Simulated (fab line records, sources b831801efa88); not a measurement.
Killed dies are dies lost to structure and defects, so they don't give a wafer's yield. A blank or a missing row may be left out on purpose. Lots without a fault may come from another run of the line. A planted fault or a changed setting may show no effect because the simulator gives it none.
fab line records | flow sky130
record lots=5 wafers=15 last_day=48
route steps=708 shown CONTACT@417 METAL1@434 VIA1@458 PAD_OPEN@708
lots that met no fault: from a run of the same line without faults
start_h: hours from the record's first day to the start of the lot's first wafer shown | wait_h: hours since the lot's step before | " the same as in the row above | L1.1+2: a row that stands for several wafers | - no value, or no start given | * or withheld: withheld | < > ~ a bound
route shown NAME@n: a module of which the file shows steps, and the number in the route of the first | usual: mean/standard deviation of fault-free wafers | same: alike in all rows | chamber/n: place in a boat | sites: the reading at each site | _std_site: their standard deviation | _edge_site: outer sites' mean less inner sites' | radius_mm: how far each site lies from the wafer's centre | mask NAME#n: copy n | behind: the tool/chamber that last shaped the wafer | hold: why the lot was held/for how many hours/how that ended | device: the transistor (n, p or np) that didn't switch | end of line: the same wafers' tests at the end of the route | a step without rows: its recipe alone | killed: dies lost to structure and defects at the first sort, not the wafer's yield | map: a wafer's dies, x killed, . not, _ none there
set.NAME: the setting as run; set.NAME@STEP: as run at that earlier step | model.NAME: the simulator's own value behind a step, which no gauge read
lots at some steps of the route; a table a step, a row a wafer
services: from which hour (start_h, from the record's first day; less than 0 if before it) a tool's chamber was out of use, for how many hours, and why
## steps
# step SKY_CONTACT_EXPOSE_11
# recipe mask_id=CTM1 na=0.8 source_shape=annular sigma_inner=0.55 sigma_outer=0.85 target_cd_nm=170 dose_mj=38
# step SKY_CONTACT_PEB_12
# recipe peb_temp_c=withheld peb_time_s=withheld resist=KrF-thick
# step SKY_CONTACT_DEVELOP_13
# recipe develop_time_s=60 resist=KrF-thick dev_temp_c=21
# step SKY_CONTACT_ETCH_16
# recipe chemistry=N2/H2 target=BARC ion_energy_ev=200 source_w=500 bias_w=100 pressure_mtorr=30 n2_flow_sccm=100 h2_flow_sccm=200 stop_on=SiO2 time_s=45.9 target_depth_a=600
# step SKY_CONTACT_ETCH_17
# recipe target=SiO2 chemistry=C4F8/O2/Ar stop_on=Si3N4 mask_material=KrF-thick source_w=1500 bias_w=1200 pressure_mtorr=40 c4f8_flow_sccm=withheld O2_flow_sccm=6 Ar_flow_sccm=300 time_s=withheld target_depth_a=3400
# step SKY_CONTACT_ETCH_18
# recipe target=Si3N4 chemistry=CHF3/O2 stop_on=TiN source_w=600 bias_w=200 pressure_mtorr=40 chf3_flow_sccm=50 O2_flow_sccm=5 time_s=39 target_depth_a=750
# step SKY_CONTACT_STRIP_19
# recipe chemistry=O2/N2 power_w=1400 pressure_mtorr=1500 platen_temp_c=withheld o2_flow_sccm=3000 n2_flow_sccm=300 overash_fraction=0.5
# step SKY_CONTACT_STRIP_20
# recipe chemistry=post_etch_residue_remover time_s=1200 temp_c=72.5
# step SKY_CONTACT_CLEAN_21
# recipe chemistry=IPA time_s=180 temp_c=25
# step SKY_CONTACT_CLEAN_22
# recipe chemistry=O3/DIW dry=n2_spin
# step SKY_CONTACT_SPUTTER_23
# recipe material=TiN target_thk_nm=20 chamber_pressure_pa=5 power_w=4000 time_s=80
# usual throttle_valve_pct=29.8/1.1
# columns lot.wafer tool chamber start_h wait_h throttle_valve_pct
L320.1 pvd_sputter-04 - 756.21 0.0 31.1
L320.2 " - " " 29.2
L320.5 " - " " 28.7
L322.1 pvd_sputter-03 - 759.71 0.0 31.0
L322.2 " - " " 30.1
L322.3 " - " " 28.3
L329.2 pvd_sputter-03 - 821.26 0.0 31.1
L329.4 " - " " 31.2
L329.6 " - " " 31.1
L330.1 pvd_sputter-03 - 824.61 0.0 28.3
L330.3 " - " " 30.0
L330.5 " - " " 29.8
L331.1 pvd_sputter-03 - 830.89 0.0 29.8
L331.3 " - " " 31.2
L331.5 " - " " 28.7
# step SKY_CONTACT_CVD_24
# recipe material=W target_thk_nm=340 time_s=102.12 temp_c=400 pressure_torr=40
# step SKY_CONTACT_CMP_27
# recipe stop_on=SiO2 t_overpolish_s=15 down_force_psi=3.5 platen_rpm=60 target_thk_nm=0 pad_velocity_m_s=0.94248
# step SKY_METAL1_SPUTTER_00
# recipe material=Ti target_thk_nm=15 power_w=3000 time_s=10 chamber_pressure_pa=0.4
# step SKY_METAL1_SPUTTER_01
# recipe material=TiN target_thk_nm=20 power_w=6500 time_s=16.7 chamber_pressure_pa=0.3806
# step SKY_METAL1_SPUTTER_02
# recipe material=AlCu target_thk_nm=250 power_w=10600 time_s=13.3 chamber_pressure_pa=0.4
# step SKY_METAL1_SPUTTER_03
# recipe material=Ti target_thk_nm=5 power_w=3000 time_s=3.3 chamber_pressure_pa=0.4
# step SKY_METAL1_SPUTTER_04
# recipe material=TiN target_thk_nm=70 power_w=6500 time_s=58.3 chamber_pressure_pa=0.4
# step SKY_METAL1_DEHYDRATE_07
# recipe temp_c=200 time_s=60
# step SKY_METAL1_HMDS_08
# recipe prime_time_s=60 prime_temp_c=120
# step SKY_METAL1_COAT_09
# recipe resist=BARC temp_c=withheld time_s=withheld spin_rpm=3000 resist_thk_nm=60
# step SKY_METAL1_COAT_10
# recipe resist=KrF-thick spin_rpm=3000 resist_thk_nm=450
# step SKY_METAL1_SOFTBAKE_11
# recipe temp_c=100 time_s=90 resist=KrF-thick
# step SKY_METAL1_EXPOSE_12
# recipe mask_id=MM1 na=0.8 source_shape=annular sigma_inner=0.55 sigma_outer=0.85 target_cd_nm=140 dose_mj=28
# step SKY_METAL1_PEB_13
# recipe peb_temp_c=withheld peb_time_s=withheld resist=KrF-thick
# step SKY_METAL1_DEVELOP_14
# recipe develop_time_s=60 resist=KrF-thick dev_temp_c=21.38
# step SKY_METAL1_DESCUM_17
# recipe chemistry=O2 source_power_w=150 bias_power_w=0 pressure_mtorr=10 temp_c=40 time_s=8
# step SKY_METAL1_ETCH_18
# recipe chemistry=N2/H2 target=BARC ion_energy_ev=200 bias_w=100 pressure_mtorr=30 n2_flow_sccm=100 h2_flow_sccm=200 icp_w=500 stop_on=SiO2 time_s=45.9 target_depth_a=600
# step SKY_METAL1_METAL_ETCH_19
# recipe target_depth_a=3600 stop_on=SiO2 over_etch_frac=0.3 time_s=78 chemistry=Cl2/BCl3 resist_sidewall_deg=88 pressure_mtorr=10 icp_w=900 bias_w=48.5 Cl2_flow_sccm=60 bcl3_flow_sccm=30
# step SKY_METAL1_STRIP_20
# recipe chemistry=O2/N2 power_w=1400 pressure_mtorr=1500 platen_temp_c=withheld o2_flow_sccm=3000 n2_flow_sccm=300 overash_fraction=0.5
# step SKY_METAL1_STRIP_21
# recipe chemistry=post_etch_residue_remover time_s=1200 temp_c=72.5
# step SKY_METAL1_CLEAN_22
# recipe chemistry=IPA time_s=180 temp_c=25
# step SKY_METAL1_CLEAN_23
# recipe chemistry=O3/DIW dry=n2_spin
# step SKY_VIA1_HDPCVD_00
# recipe material=SiO2 target_thk_nm=1030 sigma_open_frac=0.3 time_s=171.7 temp_c=400 sih4_flow_sccm=60 pressure_mtorr=6
# step SKY_PAD_OPEN_PROBE_99
# usual killed_at_M0_to_M3=43/6.6 killed_at_M4_up=2.9/1.8 killed_at_contacts=25/5.3 killed_at_front_end=15/4.1 killed_at_other=0.3/0.6 killed_dies=86/8.8 killed_open=47/6.7 killed_short=39/6.2
# same gross_dies=492 killed_at_back_side=0
# columns lot.wafer tool chamber start_h wait_h killed_at_M0_to_M3 killed_at_M4_up killed_at_contacts killed_at_front_end killed_at_other killed_dies killed_open killed_short
L329.2 prober-02 - 1141.31 0.1 39 3 46 17 1 106 37 44
L329.4 prober-02 - 1141.41 0.2 42 5 73 14 0 134 44 42
L329.6 prober-02 - 1141.51 0.2 39 2 56 12 0 109 50 37
L330.1 prober-01 - 1141.66 0.1 36 1 82 16 2 137 44 38
L330.3 prober-01 - 1141.76 0.2 37 0 84 20 0 141 57 32
L330.5 prober-01 - 1141.86 0.2 57 6 72 16 0 151 57 40
L331.1 prober-02 - 1146.62 0.1 47 4 73 14 0 138 52 33
L331.3 prober-02 - 1146.72 0.2 44 2 42 13 0 101 37 43
L331.5 prober-02 - 1146.82 0.2 40 0 76 12 1 129 52 30
# killed by level:class
L329.2 CONTACT:unspecified=25 FIELD_ISO:geometric_particle:short=6 LI_CONTACT:geometric_particle:short=6 LI_CONTACT:geometric_particle:open=6 METAL1:geometric_particle:short=6 VIA1:geometric_particle:open=6 CONTACT:geometric_particle:short=5 METAL2:geometric_particle:short=5
L329.4 CONTACT:unspecified=48 VIA1:geometric_particle:open=9 CONTACT:geometric_particle:open=8 LI_CONTACT:geometric_particle:open=6 FIELD_ISO:geometric_particle:open=5 VIA3:geometric_particle:open=5 VIA2:geometric_particle:open=5 CONTACT:geometric_particle:short=5
L329.6 CONTACT:unspecified=22 CONTACT:geometric_particle:open=12 VIA1:geometric_particle:open=11 LI_CONTACT:geometric_particle:open=10 FIELD_ISO:geometric_particle:open=7 CONTACT:geometric_particle:short=7 LOCAL_INTERCONNECT:geometric_particle:short=4 METAL1:geometric_particle:short=4
L330.1 CONTACT:unspecified=53 VIA1:geometric_particle:open=12 CONTACT:geometric_particle:open=9 CONTACT:geometric_particle:short=8 METAL2:geometric_particle:short=7 LI_CONTACT:geometric_particle:open=5 LOCAL_INTERCONNECT:geometric_particle:short=5 METAL1:geometric_particle:short=5
L330.3 CONTACT:unspecified=51 CONTACT:geometric_particle:open=15 VIA1:geometric_particle:open=11 FIELD_ISO:geometric_particle:open=10 LOCAL_INTERCONNECT:geometric_particle:short=6 LI_CONTACT:geometric_particle:open=6 VIA2:geometric_particle:open=6 VIA3:geometric_particle:open=5
L330.5 CONTACT:unspecified=53 VIA1:geometric_particle:open=20 VIA3:geometric_particle:open=10 CONTACT:geometric_particle:open=8 VIA2:geometric_particle:open=6 FIELD_ISO:geometric_particle:short=5 CONTACT:geometric_particle:short=5 METAL3:geometric_particle:short=5
L331.1 CONTACT:unspecified=53 VIA1:geometric_particle:open=13 CONTACT:geometric_particle:open=9 METAL2:geometric_particle:short=9 VIA2:geometric_particle:open=7 POLY_GATE:geometric_particle:open=5 VIA3:geometric_particle:open=5 METAL1:geometric_particle:short=4
L331.3 CONTACT:unspecified=21 METAL2:geometric_particle:short=11 VIA1:geometric_particle:open=9 VIA2:geometric_particle:open=8 LI_CONTACT:geometric_particle:open=7 CONTACT:geometric_particle:short=7 POLY_GATE:geometric_particle:open=5 POLY_GATE:geometric_particle:short=5
L331.5 CONTACT:unspecified=47 VIA1:geometric_particle:open=11 CONTACT:geometric_particle:open=8 VIA3:geometric_particle:open=8 VIA2:geometric_particle:open=5 CONTACT:geometric_particle:short=5 LI_CONTACT:geometric_particle:open=5 LOCAL_INTERCONNECT:geometric_particle:open=5
# map L329.4 (x killed, . not)
__________.........x_________
________....x..x..x..x_______
______x........x.x.x.xx._____
_____.xx.....x.xxxx.x....____
____.x.x.....xxxxxxxxx....___
___.....x...xxxxxxxxx...xx.__
__x..........xxxxxxxx......._
_........x.xxxxxxxxxxxx......
_............xxxxxxx..x....x.
_.xx...xx.x...xxx.x....xx....
_x........xx...x.x...........
_x..............x.xxx..xxx...
_..xx..............xxx...xx..
_......xx....x..x.......x..x.
_...x........x....xx.........
__.x.........x....x........x_
___....x..x........x.......__
____x...x........x........___
_____...x..x.........x..x____
______x......x.........._____
________.........x...._______
__________.x...x.x.._________
# map L330.5 (x killed, . not)
__________xx.....x.._________
________..x.xx....x..._______
______xxx..x..x......x.._____
_____..xxxx....x...xx..x.____
____xxxxxxxx..x...x.x.xx..___
___xxxxxxxxxxx...x..x......__
__..xxxxxxxxxx...x.x........_
_.xxxxxxxxxx.xx....x...x.....
_...xxxxxxxx..........xx.....
_x...x..xx..x........x.xx....
_....x..x..xx.x.............x
_....x...x..x....x..x..x.....
_.......xx.......x....xx..x..
_.........xx.......x...xxx..x
_......x.x...x.....x..xx.....
__x.xxx.x..x...........x..x._
___.......x......xx.....x..__
____x..x......x..x.x......___
_____..x...............x.____
______.........x.x...xx._____
________..x...x..x...._______
__________x.....x.x._________
## services
# columns tool chamber start_h hours kind
pvd_sputter-03 - 760.26 0.6 repair
pvd_sputter-04 - 774.40 3.2 repair
pvd_sputter-03 - 804.38 1.4 repair
## key
first_sign step=SKY_PAD_OPEN_PROBE_99 reading=killed_at_contacts direction=up sigmas=8 usual=25 struck=67
effect step=SKY_PAD_OPEN_PROBE_99 reading=killed_dies direction=up sigmas=4.7 usual=86 struck=127 wafers_moved=8
met_at SKY_CONTACT_SPUTTER_23
struck_wafers L329.2,L329.4,L329.6,L330.1,L330.3,L330.5,L331.1,L331.3,L331.5
tester_left_out L329,L330,L331
onset_between 759.71 821.26
also_fits time
fault kind=chamber_particle_source tool=pvd_sputter-03 chamber=- onset_h=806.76 steps=SKY_CONTACT_SPUTTER_23 rate_per_visit_cm2=0.80368 end_h=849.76
# tester_left_out: of these lots the tester's yield and bins aren't shown, on N5 and GAA mostly nor the transistor test; their killed dies are dies lost to structure and defects alone, not to doping, threshold or leakage, so they don't give the yield
